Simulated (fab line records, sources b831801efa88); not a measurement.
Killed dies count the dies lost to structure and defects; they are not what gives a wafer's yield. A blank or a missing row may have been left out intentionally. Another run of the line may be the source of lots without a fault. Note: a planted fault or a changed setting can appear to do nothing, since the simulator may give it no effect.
A sampling plan put to the test    flow sky130    one line in one fab, 15 faults in these records, each fault weighed on the records of the lots it struck
The line's own looks make up the plan; these are the steps of the route where a gauge or inspection reads the wafer and leaves it unchanged. Where struck wafers have a number at a look and the file lists that look's usual mean and standard deviation on fault-free wafers, the look can be judged. Caught: the struck wafers' mean, at a look after the fault's first step, is 4 or more of those standard deviations (sigma) away from the usual mean. On the tool: the test repeated on the tool's own readings taken at the fault's steps. Also counted as caught: the struck wafers showing another recipe, or a record that is empty for them alone.

THE FAULTS, as the simulator had put them in
1. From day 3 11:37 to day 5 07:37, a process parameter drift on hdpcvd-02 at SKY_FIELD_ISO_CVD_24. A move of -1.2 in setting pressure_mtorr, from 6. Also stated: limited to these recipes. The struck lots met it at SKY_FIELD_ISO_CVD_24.
2. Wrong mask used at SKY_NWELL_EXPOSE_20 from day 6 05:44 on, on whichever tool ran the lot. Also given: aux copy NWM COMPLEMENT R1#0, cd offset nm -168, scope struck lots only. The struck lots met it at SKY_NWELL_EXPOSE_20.
3. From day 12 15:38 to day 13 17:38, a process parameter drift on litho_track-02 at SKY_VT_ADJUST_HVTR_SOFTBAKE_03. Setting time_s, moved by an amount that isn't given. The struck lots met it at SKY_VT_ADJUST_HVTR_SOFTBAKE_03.
4. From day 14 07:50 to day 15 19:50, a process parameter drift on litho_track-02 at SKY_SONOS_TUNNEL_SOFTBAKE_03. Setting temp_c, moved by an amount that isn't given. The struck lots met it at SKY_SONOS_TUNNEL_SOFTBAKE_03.
5. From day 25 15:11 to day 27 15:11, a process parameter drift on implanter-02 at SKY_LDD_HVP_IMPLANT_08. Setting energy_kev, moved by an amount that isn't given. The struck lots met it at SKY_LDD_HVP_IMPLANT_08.
6. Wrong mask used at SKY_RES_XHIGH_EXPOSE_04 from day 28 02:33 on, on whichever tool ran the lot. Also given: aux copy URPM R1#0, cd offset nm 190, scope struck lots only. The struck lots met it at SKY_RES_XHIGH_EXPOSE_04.
7. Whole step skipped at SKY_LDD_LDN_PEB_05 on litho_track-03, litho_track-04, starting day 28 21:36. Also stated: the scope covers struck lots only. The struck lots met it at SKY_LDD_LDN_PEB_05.
8. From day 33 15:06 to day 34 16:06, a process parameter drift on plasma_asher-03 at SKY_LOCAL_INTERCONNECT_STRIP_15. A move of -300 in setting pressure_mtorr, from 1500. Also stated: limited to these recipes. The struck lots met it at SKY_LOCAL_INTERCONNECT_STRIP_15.
9. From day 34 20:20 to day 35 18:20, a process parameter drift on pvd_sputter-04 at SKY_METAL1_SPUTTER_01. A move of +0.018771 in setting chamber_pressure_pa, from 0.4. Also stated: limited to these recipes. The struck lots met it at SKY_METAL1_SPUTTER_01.
10. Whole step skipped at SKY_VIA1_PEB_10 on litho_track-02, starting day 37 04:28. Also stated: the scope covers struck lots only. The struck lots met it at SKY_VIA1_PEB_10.
11. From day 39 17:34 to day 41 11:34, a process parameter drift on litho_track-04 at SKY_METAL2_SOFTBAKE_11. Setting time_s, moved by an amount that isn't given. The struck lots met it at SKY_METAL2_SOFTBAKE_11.
12. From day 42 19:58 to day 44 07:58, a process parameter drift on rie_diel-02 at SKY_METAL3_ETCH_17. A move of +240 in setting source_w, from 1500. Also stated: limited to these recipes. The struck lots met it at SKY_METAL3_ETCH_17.
13. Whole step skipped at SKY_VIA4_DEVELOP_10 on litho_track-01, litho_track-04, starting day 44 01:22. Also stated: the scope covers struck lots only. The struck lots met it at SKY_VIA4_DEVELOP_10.
14. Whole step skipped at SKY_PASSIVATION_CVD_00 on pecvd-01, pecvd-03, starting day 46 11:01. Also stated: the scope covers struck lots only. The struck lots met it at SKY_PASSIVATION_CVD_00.
15. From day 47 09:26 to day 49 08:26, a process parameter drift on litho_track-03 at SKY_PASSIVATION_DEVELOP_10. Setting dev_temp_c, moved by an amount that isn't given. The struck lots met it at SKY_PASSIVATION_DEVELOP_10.

WHAT THE PLAN SAW
fault  on the tool itself                                first look that catches it                    reading, sigma  median hours from its first step to that look  hours from the fault's start to the first struck lot there  judged looks passed uncaught
1      pressure_mtorr -86 sigma                          not the one look that can be judged after it  -               -                                              -                                                           1
2      under 2 sigma                                     no look after it can be judged                -               -                                              -                                                           0
3      run_length_s +40 sigma                            no look after it can be judged                -               -                                              -                                                           0
4      heater_power_total_W -44 sigma                    no look after it can be judged                -               -                                              -                                                           0
5      beam_energy_keV +83 sigma                         no look after it can be judged                -               -                                              -                                                           0
6      no reading that can be judged                     not the one look that can be judged after it  -               -                                              -                                                           1
7      no reading that can be judged                     no look after it can be judged                -               -                                              -                                                           0
8      chamber_pressure_mTorr -99 or beyond sigma        not the one look that can be judged after it  -               -                                              -                                                           1
9      chamber_pressure_pa +25 sigma                     no look after it can be judged                -               -                                              -                                                           0
10     no reading that can be judged                     no look after it can be judged                -               -                                              -                                                           0
11     run_length_s -18 sigma                            not the one look that can be judged after it  -               -                                              -                                                           1
12     rf_fwd_power_W +29 sigma                          no look after it can be judged                -               -                                              -                                                           0
13     the tool's record is blank for the struck wafers  no look after it can be judged                -               -                                              -                                                           0
14     the tool's record is blank for the struck wafers  not the one look that can be judged after it  -               -                                              -                                                           1
15     developer_temp_C +9.5 sigma                       no look after it can be judged                -               -                                              -                                                           0
Dash: fault not caught, or number not given in these records.

Caught at a look: 0 of 15. Caught on the tool: 11 of 15. By one or the other: 11 of 15.
On the tool alone, faults 1, 3, 4, 5, 8, 9, 11, 12, 13, 14, 15 were caught.
Caught by neither: faults 2, 6, 7, 10.
